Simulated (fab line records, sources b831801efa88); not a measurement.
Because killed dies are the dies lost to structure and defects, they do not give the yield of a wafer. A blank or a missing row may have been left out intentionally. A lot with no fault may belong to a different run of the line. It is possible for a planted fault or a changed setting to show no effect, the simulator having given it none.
fab line records | flow sfq-line
record: lots: 5 wafers: 27
route steps=325 shown M5@205 I5@228 C5@247 I6@266 M7@293 I7@307
start-h: hours from the record's opening day to when the first of the lot's shown wafers began | wait-h: time in hours since the lot's previous step | " as in the row above | L1.1+2: a row that stands for several wafers | - no value, or no start was given | * or withheld: withheld | < > ~ a bound
route shown NAME@n: names a module that has steps shown in the file, with the first one's number in the route | usual: the fault-free wafers' mean and standard deviation | same: alike in all rows | chamber/n: place in a boat | sites: readings site by site | _std_site: their standard deviation | _edge_site: inner sites' mean taken away from outer sites' mean | radius-mm: how far each site lies from the wafer's centre | mask NAME#n: copy n | behind: the tool/chamber that last shaped the wafer | hold: why the lot was held/for how many hours/how that ended | device: the transistor (n, p or np) that didn't switch | end of line: the tests these same wafers got at the end of their route | step lacking rows: just its recipe | killed: count of dies lost to structure and defects at first sort (not the wafer's yield) | map: a wafer's dies, x killed, . not, _ none there
set.NAME: the setting that was run; set.NAME@STEP: the one run at that earlier step | model.NAME: the simulator's own value behind a step, which no gauge read
lots run with intentionally changed settings; tables by step, rows by wafer
== steps ==
step: SFQ_TRILAYER_M5_BARC_OPEN_METAL_ETCH_161
recipe: mask-material: PR chemistry: O2 target-depth-nm: 125 target: BARC icp-w: 600 bias-w: 80 pressure-mtorr: 10 time-s: 41.7
usual: oes-product-au: 0.685/0.005
columns lot.wafer tool chamber start-h wait-h set.time-s oes-product-au model.KrF_of_TRILAYER_M5_LITHO_COAT_123.thk-nm
L077.1 rie-metal-02 0 1348.78 0.0 61.95 0.640 498.5
L077.2 " 1 " " 41.7 0.692 525
L077.3 " 0 " " 61.95 0.641 498.6
L077.4 " 1 " " 41.7 0.685 523
L077.5 " 1 " " 61.95 0.646 497.7
L077.6 " 0 " " 41.7 0.682 525
L078.1 rie-metal-01 1 1390.32 0.0 41.7 0.691 520.3
L078.2 " 0 " " 41.7 0.683 522.8
L078.6 " 0 " " 41.7 0.686 523.3
L079.1 rie-metal-02 1 1502.23 0.0 48.14 0.668 513.9
L079.2 " 0 " " 48.14 0.671 513.8
L079.3 " 0 " " 41.7 0.681 522.7
L079.4 " 1 " " 48.14 0.665 515.7
L079.5 " 1 " " 41.7 0.683 520.9
L079.6 " 0 " " 41.7 0.680 522.5
L083.1 rie-metal-02 1 1536.75 0.0 41.7 0.680 525
L083.2 " 0 " " 41.7 0.691 525
L083.3 " 1 " " 41.7 0.692 527.2
L083.4 " 0 " " 41.7 0.687 524.3
L083.5 " 1 " " 41.7 0.685 525.4
L083.6 " 0 " " 41.7 0.692 525
L085.1 rie-metal-01 0 1543.95 0.0 22.6 0.952 546.6
L085.2 " 1 " " 41.7 0.687 523.9
L085.3 " 0 " " 41.7 0.690 525
L085.4 " 1 " " 22.6 0.955 545.5
L085.5 " 0 " " 22.6 0.948 547.9
L085.6 " 1 " " 41.7 0.683 524
step: SFQ_TRILAYER_A5C_DEP_PECVD_142
recipe: material: SiO2 temp-c: 150 time-s: 15.556 pressure-torr: 2.4 rf-w: 183.3 precursor: SiH4/N2O target-thk-nm: 70
columns lot.wafer tool chamber start-h wait-h set.time-s model.SiO2_of_TRILAYER_A5C_DEP_PECVD_142.thk-nm
L077.1 pecvd-02 2 1372.41 0.0 19.55 87.08
L077.2 " 1 " " 19.55 86.92
L077.3 " 0 " " 15.556 68.37
L077.4 " 0 " " 15.556 69.13
L077.5 " 2 " " 19.55 89.01
L077.6 " 1 " " 15.556 69.53
L078.1 pecvd-01 0 1417.65 0.0 15.556 68.59
L078.2 " 1 " " 15.556 68.9
L078.6 " 1 " " 15.556 70.64
L079.1 pecvd-02 0 1541.10 0.0 15.556 69.7
L079.2 " 2 " " 8.549 38.62
L079.3 " 1 " " 8.549 38.28
L079.4 " 2 " " 8.549 40.45
L079.5 " 1 " " 15.556 70.26
L079.6 " 0 " " 15.556 70.86
L083.1 pecvd-01 2 1553.10 0.0 15.556 69.24
L083.2 " 1 " " 6.274 27.53
L083.3 " 0 " " 6.274 28.75
L083.4 " 2 " " 15.556 70.77
L083.5 " 1 " " 6.274 28.54
L083.6 " 0 " " 15.556 70.51
L085.1 pecvd-04 0 1557.90 0.0 15.556 67.43
L085.2 " 2 " " 15.556 69.04
L085.3 " 1 " " 15.556 71.15
L085.4 " 0 " " 15.556 69.61
L085.5 " 1 " " 15.556 72.41
L085.6 " 2 " " 15.556 69.78
step: SFQ_TRILAYER_I5_LITHO_COAT_149
recipe: resist: BARC spin-rpm: 3000 resist-thk-nm: 62
step: SFQ_TRILAYER_I5_LITHO_COAT_144
recipe: resist: KrF spin-rpm: 3000 resist-thk-nm: 662.8
step: SFQ_TRILAYER_C5_BARC_OPEN_VIA_ETCH_210
recipe: mask-material: PR chemistry: O2 target-depth-nm: 125 target: BARC source-w: 500 bias-w: 80 pressure-mtorr: 30 time-s: 41.7
step: SFQ_TRILAYER_C5_ETCH_VIA_ETCH_154
recipe: target: SiO2 mask-material: PR chemistry: CHF3 target-depth-nm: 84 source-w: 500 bias-w: 80 pressure-mtorr: 30 time-s: withheld stop-on: Nb
usual: oes-product-au: 0.894/0.009
columns lot.wafer tool chamber start-h wait-h set.time-s@TRILAYER_A5C_DEP_PECVD_142 oes-product-au model.C5.feature-depth-nm model.etch.depth-nm
L077.1 rie-diel-03 3 1522.39 0.0 * 1.007 83.77 83.77
L077.2 " 0 " " * 1.006 85.85 85.85
L077.3 " 1 " " * 0.885 68.37 68.37
L077.4 " 2 " " * 0.884 69.13 69.13
L077.5 " 1 " " * 1.007 86.07 86.07
L077.6 " 2 " " * 0.891 69.53 69.53
L078.1 rie-diel-02 0 1523.59 0.0 * 0.879 68.59 68.59
L078.2 " 3 " " * 0.886 68.9 68.9
L078.6 " 1 " " * 0.898 70.64 70.64
L079.1 rie-diel-02 0 1644.09 0.0 * 0.894 69.7 69.7
L079.2 " 3 " " * 0.660 38.62 38.62
L079.3 " 2 " " * 0.666 38.28 38.28
L079.4 " 1 " " * 0.674 40.45 40.45
L079.5 " 0 " " * 0.891 70.26 70.26
L079.6 " 1 " " * 0.897 70.86 70.86
L083.1 rie-diel-03 1 1657.42 0.0 * 0.882 69.24 -
L083.2 " 0 " " * 0.582 27.53 27.53
L083.3 " 3 " " * 0.594 28.75 28.75
L083.4 " 2 " " * 0.905 70.77 -
L083.5 " 1 " " * 0.588 28.54 -
L083.6 " 2 " " * 0.894 70.51 70.51
L085.1 rie-diel-01 1 1663.42 0.0 * 0.872 67.43 -
L085.2 " 3 " " * 0.875 69.04 -
L085.3 " 0 " " * 0.904 71.15 71.15
L085.4 " 2 " " * 0.883 69.61 69.61
L085.5 " 0 " " * 0.907 72.41 72.41
L085.6 " 3 " " * 0.886 69.78 -
step: SFQ_TRILAYER_I6_DEP_PECVD_165
recipe: material: SiO2 temp-c: 150 time-s: 111.11 pressure-torr: 2.4 rf-w: 183.3 precursor: SiH4/N2O target-thk-nm: 500
columns lot.wafer tool chamber start-h wait-h set.time-s model.SiO2_of_TRILAYER_I6_DEP_PECVD_165.thk-nm
L077.1 pecvd-03 0 1626.89 0.0 90.59 392
L077.2 " 2 " " 111.11 497.6
L077.3 " 1 " " 111.11 499.6
L077.4 " 0 " " 111.11 497.5
L077.5 " 2 " " 90.59 410.8
L077.6 " 1 " " 90.59 416.4
L078.1 pecvd-04 0 1628.35 0.0 111.11 493.4
L078.2 " 1 " " 111.11 499.2
L078.6 " 1 " " 111.11 511.6
L079.1 pecvd-04 1 1654.58 0.0 111.11 496.8
L079.2 " 2 " " 152.4 682.3
L079.3 " 0 " " 111.11 492
L079.4 " 2 " " 152.4 694.7
L079.5 " 0 " " 152.4 686.2
L079.6 " 1 " " 111.11 501
L083.1 pecvd-03 2 1663.72 0.0 62.47 280
L083.2 " 0 " " 62.47 275.2
L083.3 " 1 " " 62.47 279.6
L083.4 " 1 " " 111.11 507
L083.5 " 2 " " 111.11 506.7
L083.6 " 0 " " 111.11 502.4
L085.1 pecvd-02 1 1667.80 0.0 111.11 502.6
L085.2 " 2 " " 136 602.7
L085.3 " 0 " " 111.11 494.2
L085.4 " 1 " " 111.11 504
L085.5 " 2 " " 136 616.3
L085.6 " 0 " " 136 621.5
step: SFQ_TRILAYER_I6_CMP_CMP_166
recipe: material: SiO2 down-force-psi: 3 platen-rpm: 60 pad-velocity-m-s: 0.94248
usual: time-to-endpoint-s: 217/10
columns lot.wafer tool chamber start-h wait-h set.time-s@TRILAYER_I6_DEP_PECVD_165 time-to-endpoint-s
L077.1 cmp-01 3 1627.61 0.7 90.59 126
L077.3 " 0 " " 111.11 213
L077.4 " 1 " " 111.11 226
L077.2 " 2 " " 111.11 218
L077.5 " 3 " " 90.59 143
L077.6 " 0 " " 90.59 154
L078.1 cmp-02 2 1632.30 3.9 111.11 220
L078.2 " 3 " " 111.11 222
L078.6 " 1 1633.80 5.4 111.11 213
L079.2 cmp-02 2 1654.66 0.0 152.4 359
L079.1 " 3 " " 111.11 216
L079.4 " 0 " " 152.4 337
L079.3 " 1 " " 111.11 189
L079.6 " 2 " " 111.11 222
L079.5 " 3 " " 152.4 356
L083.2 cmp-01 1 1665.63 1.9 62.47 60
L083.4 " 2 " " 111.11 228
L083.3 " 3 " " 62.47 52
L083.1 " 0 " " 62.47 62
L083.5 " 1 " " 111.11 231
L083.6 " 2 " " 111.11 219
L085.2 cmp-02 2 1672.66 4.8 136 291
L085.1 " 3 " " 111.11 222
L085.3 " 0 " " 111.11 201
L085.4 " 1 " " 111.11 202
L085.5 " 2 " " 136 302
L085.6 " 3 " " 136 302
step: SFQ_TRILAYER_M7_ETCH_METAL_ETCH_180
recipe: target: Nb stop-on: SiO2 mask-material: PR chemistry: Cl2/Ar target-depth-nm: 240 icp-w: 600 bias-w: 80 pressure-mtorr: 10 time-s: 120
usual: oes-product-au: 0.896/0.0066
columns lot.wafer tool chamber start-h wait-h set.time-s oes-product-au model.KrF_of_TRILAYER_M7_LITHO_COAT_177.thk-nm
L077.1 rie-metal-02 0 1839.23 0.0 149.9 0.886 343.2
L077.2 " 1 " " 149.9 0.882 343.4
L077.3 " 0 " " 120 0.899 380.4
L077.4 " 1 " " 120 0.900 381.5
L077.5 " 0 " " 120 0.897 378.6
L077.6 " 1 " " 149.9 0.891 345.2
L078.1 rie-metal-03 0 1842.83 0.0 120 0.889 382.1
L078.2 " 1 " " 120 0.896 379.6
L078.6 " 0 " " 120 0.899 381.5
L079.1 rie-metal-02 1 1857.65 0.0 120 0.905 385.4
L079.2 " 0 " " 120 0.903 378.4
L079.3 " 0 " " 138 0.883 359.5
L079.4 " 1 " " 138 0.884 366.5
L079.5 " 0 " " 138 0.878 355.4
L079.6 " 1 " " 120 0.904 383.3
L083.1 rie-metal-02 0 1869.65 0.0 85.41 1.024 420.5
L083.2 " 1 " " 120 0.891 381.9
L083.3 " 0 " " 85.41 1.012 419.7
L083.4 " 1 " " 85.41 1.010 422.3
L083.5 " 1 " " 120 0.900 383.1
L083.6 " 0 " " 120 0.896 379.4
L085.1 rie-metal-02 0 1874.45 0.0 120 0.894 380.2
L085.2 " 1 " " 120 0.884 381.1
L085.3 " 0 " " 120 0.901 380.3
L085.4 " 1 " " 161.5 0.880 331.2
L085.5 " 0 " " 161.5 0.873 330.8
L085.6 " 1 " " 161.5 0.866 332.2
step: SFQ_TRILAYER_I7_VIA_BARC_OPEN_VIA_ETCH_260
recipe: mask-material: PR chemistry: O2 target-depth-nm: 125 target: BARC source-w: 500 bias-w: 80 pressure-mtorr: 30 time-s: 41.7
usual: oes-product-au: 0.686/0.004
columns lot.wafer tool chamber start-h wait-h set.time-s oes-product-au model.KrF_of_TRILAYER_I7_VIA_LITHO_COAT_187.thk-nm
L077.1 rie-diel-02 2 1924.14 0.0 41.7 0.685 569.1
L077.2 " 0 " " 41.7 0.685 570.5
L077.3 " 1 " " 41.7 0.685 567.3
L077.4 " 3 " " 41.7 0.681 570.9
L077.5 " 0 " " 41.7 0.686 571.2
L077.6 " 3 " " 41.7 0.690 570.6
L078.1 rie-diel-04 0 1926.54 0.0 41.7 0.684 572
L078.2 " 1 " " 41.7 0.685 571.1
L078.6 " 3 " " 41.7 0.696 573.9
L079.1 rie-diel-04 0 1943.82 0.0 63.26 0.639 547
L079.2 " 3 " " 41.7 0.684 574.6
L079.3 " 2 " " 41.7 0.688 572.8
L079.4 " 3 " " 63.26 0.640 549.2
L079.5 " 2 " " 41.7 0.687 574.1
L079.6 " 0 " " 63.26 0.639 546.7
L083.1 rie-diel-04 0 1970.22 0.0 41.7 0.689 576.9
L083.2 " 3 " " 41.7 0.681 575.8
L083.3 " 1 " " 61.17 0.642 552.2
L083.4 " 2 " " 61.17 0.642 554
L083.5 " 1 " " 41.7 0.676 574.9
L083.6 " 0 " " 61.17 0.640 552
L085.1 rie-diel-04 3 1989.42 0.0 65.1 0.633 545
L085.2 " 1 " " 65.1 0.642 545
L085.3 " 2 " " 41.7 0.686 574.6
L085.4 " 0 " " 41.7 0.685 573.1
L085.5 " 1 " " 65.1 0.652 544.8
L085.6 " 2 " " 41.7 0.687 574.2
== key ==
split: step: SFQ_TRILAYER_M5_BARC_OPEN_METAL_ETCH_161 setting: time-s stated: 41.7 by: wafer
response: step: SFQ_TRILAYER_M5_BARC_OPEN_METAL_ETCH_161 reading: oes-product-au shape: bent at-lowest: 0.952 at-stated: 0.686 at-highest: 0.642
response: step: SFQ_TRILAYER_M5_BARC_OPEN_METAL_ETCH_161 reading: model.KrF_of_TRILAYER_M5_LITHO_COAT_123.thk-nm change: -0.513 per: 1% r: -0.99
split: step: SFQ_TRILAYER_A5C_DEP_PECVD_142 setting: time-s stated: 15.556 by: wafer
response: step: SFQ_TRILAYER_A5C_DEP_PECVD_142 reading: model.SiO2_of_TRILAYER_A5C_DEP_PECVD_142.thk-nm change: +0.701 per: 1% r: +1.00
response: step: SFQ_TRILAYER_C5_ETCH_VIA_ETCH_154 reading: oes-product-au change: +0.00506 per: 1% r: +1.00
response: step: SFQ_TRILAYER_C5_ETCH_VIA_ETCH_154 reading: model.C5.feature-depth-nm change: +0.691 per: 1% r: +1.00
response: step: SFQ_TRILAYER_C5_ETCH_VIA_ETCH_154 reading: model.etch.depth-nm change: +0.689 per: 1% r: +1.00
split: step: SFQ_TRILAYER_I6_DEP_PECVD_165 setting: time-s stated: 111.11 by: wafer
response: step: SFQ_TRILAYER_I6_DEP_PECVD_165 reading: model.SiO2_of_TRILAYER_I6_DEP_PECVD_165.thk-nm change: +5.14 per: 1% r: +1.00
response: step: SFQ_TRILAYER_I6_CMP_CMP_166 reading: time-to-endpoint-s change: * per: 1% r: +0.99
split: step: SFQ_TRILAYER_M7_ETCH_METAL_ETCH_180 setting: time-s stated: 120 by: wafer
response: step: SFQ_TRILAYER_M7_ETCH_METAL_ETCH_180 reading: oes-product-au shape: bent at-lowest: 1.015 at-stated: 0.897 at-highest: 0.873
response: step: SFQ_TRILAYER_M7_ETCH_METAL_ETCH_180 reading: model.KrF_of_TRILAYER_M7_LITHO_COAT_177.thk-nm change: -1.41 per: 1% r: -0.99
split: step: SFQ_TRILAYER_I7_VIA_BARC_OPEN_VIA_ETCH_260 setting: time-s stated: 41.7 by: wafer
response: step: SFQ_TRILAYER_I7_VIA_BARC_OPEN_VIA_ETCH_260 reading: oes-product-au change: -0.000849 per: 1% r: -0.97
response: step: SFQ_TRILAYER_I7_VIA_BARC_OPEN_VIA_ETCH_260 reading: model.KrF_of_TRILAYER_I7_VIA_LITHO_COAT_187.thk-nm change: -0.508 per: 1% r: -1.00
